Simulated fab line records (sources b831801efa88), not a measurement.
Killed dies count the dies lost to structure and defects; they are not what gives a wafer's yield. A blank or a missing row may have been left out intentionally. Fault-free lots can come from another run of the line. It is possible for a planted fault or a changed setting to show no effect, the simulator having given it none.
A lot that was struck, set against a sound lot ; flow gf180mcu ; 17 out of 602 route steps
Sound: these wafers, L802.3, L802.5, L802.6. Struck: wafer L807.1 (left out: L807.5, L807.6 of the same lot, which were not struck); the cause appears at the end.
Each step with rows lists, per side, the tool, then ch with its chambers, then its first start. Under that, the readings that differ: sound wafers ; struck wafers ; difference of the means ; sigmas: that difference in standard deviations of wafers without a fault.
alike: words and numbers the same on both sides, and readings whose means are apart by under 2 such deviations; not compared: readings that were withheld, readings missing a value for some wafer, numbers with overlapping values and no deviation given by the record, and bounds like >300 which may hide the same value.
A row with sigmas, a row that says differs or no value, or rows on one side alone: a step with any of these is where the two part. Numbers that have no deviation but don't overlap get no sigmas and don't part them. Lack of a reading on every wafer of one side parts them only where that side has two or more wafers.

first, 1 step without rows for these wafers: GF_STI_OXIDATION_01 (stabilise 600 s, purge 300 s, target thk 10 nm).
GF_STI_THK_MEAS_02:
  sound on film_metro-01, day 3 03:47; struck on film_metro-03, day 4 04:31
  alike: STI_OXIDATION_THK
then, 1 step without rows for these wafers: GF_STI_CVD_03 (deposits Si3N4 from DCS/NH3, target thk 207.16 nm, time 3551 s).
GF_STI_THK_MEAS_04:
  sound on film_metro-01, day 3 06:50; struck on film_metro-03, day 4 06:34
  alike: STI_CVD_03_THK
then, 7 steps without rows for these wafers: GF_STI_DEHYDRATE_05 (time 60 s); GF_STI_HMDS_06 (prime time 60 s); GF_STI_COAT_07 (resist thk 700 nm); GF_STI_SOFTBAKE_08 (time 60 s); GF_STI_EXPOSE_09 (exposes mask COMP, target cd 220 nm); GF_STI_PEB_10 (peb time 90 s); GF_STI_DEVELOP_11 (develop time 60 s).
GF_STI_CD_MEAS_12: the cd target is 220 nm.
  sound on cd_sem-01, day 3 19:35; struck on cd_sem-02, day 4 20:54
  alike: cd_nm
GF_STI_ETCH_13: etches the open film in CHF3/O2, stops on Si, target depth 282.31 nm, time 112.9 s.
  sound on rie_diel-01 ch 2,3, day 3 19:40; struck on rie_diel-01 ch 0, day 4 21:01
reading;sound;struck;difference;sigmas
oes_product_au (a.u.);0.842 0.834 0.836;0.974;+0.137;+22
run_length_s (s);140.8 141.2 141.5;125.2;-16.0;-39
throttle_valve_pct (%);8.826 8.817 8.807;8.865;+0.048;+5
model.KrF_of_STI_COAT_07.thk_nm (nm);438.1 435.4 438.3;471.1;+33.8;
  alike: drypump_motor_current_A
  not compared: rf_hours_counter_h
GF_STI_ETCH_14: etches Si in HBr/Cl2/O2, target depth 360 nm, time 102.9 s.
  sound on rie_si-01 ch 1,2,3, day 3 19:45; struck on rie_si-02 ch 1, day 4 21:05
reading;sound;struck;difference;sigmas
throttle_valve_pct (%);25.669 25.655 25.665;25.640;-0.023;-2
model.KrF_of_STI_COAT_07.thk_nm (nm);317.9 316.1 319.4;352.2;+34.4;
  alike: drypump_motor_current_A, he_backside_leak_sccm, oes_product_au, run_length_s
  not compared: rf_hours_counter_h
GF_STI_STRIP_15: strips in O2/N2.
  sound on plasma_asher-01 ch 0,1, day 3 19:51; struck on plasma_asher-01 ch 1, day 4 21:10
reading;sound;struck;difference;sigmas
oes_product_au (a.u.);0.388 0.378 0.380;0.400;+0.018;+4
rf_hours_counter_h (h);- - -;46;no value on the sound wafers;
strip_time_to_endpoint_s (s);3.70 3.68 3.71;4.06;+0.36;+10
  alike: drypump_motor_current_A, heater_power_w
then, 1 step without rows for these wafers: GF_STI_CLEAN_16 (cleans in dHF, time 25 s).
-- the record jumps here: 28 days lie between the struck wafers' starts before and after (it left off in module STI and takes up again in module PASSIVATION, whose first step shown is number 602 of the route) --
GF_PASSIVATION_PROBE_99:
  only the struck wafers here have rows in the record (prober-01, day 33 06:05); the sound ones have none

## WHERE THEY PART
Last at GF_PASSIVATION_PROBE_99 as far as this record goes, first at GF_STI_ETCH_13.

WHY: the cause the simulator had injected
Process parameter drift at GF_STI_ETCH_13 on rie_diel-01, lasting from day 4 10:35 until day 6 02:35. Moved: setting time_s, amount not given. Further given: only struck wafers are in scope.
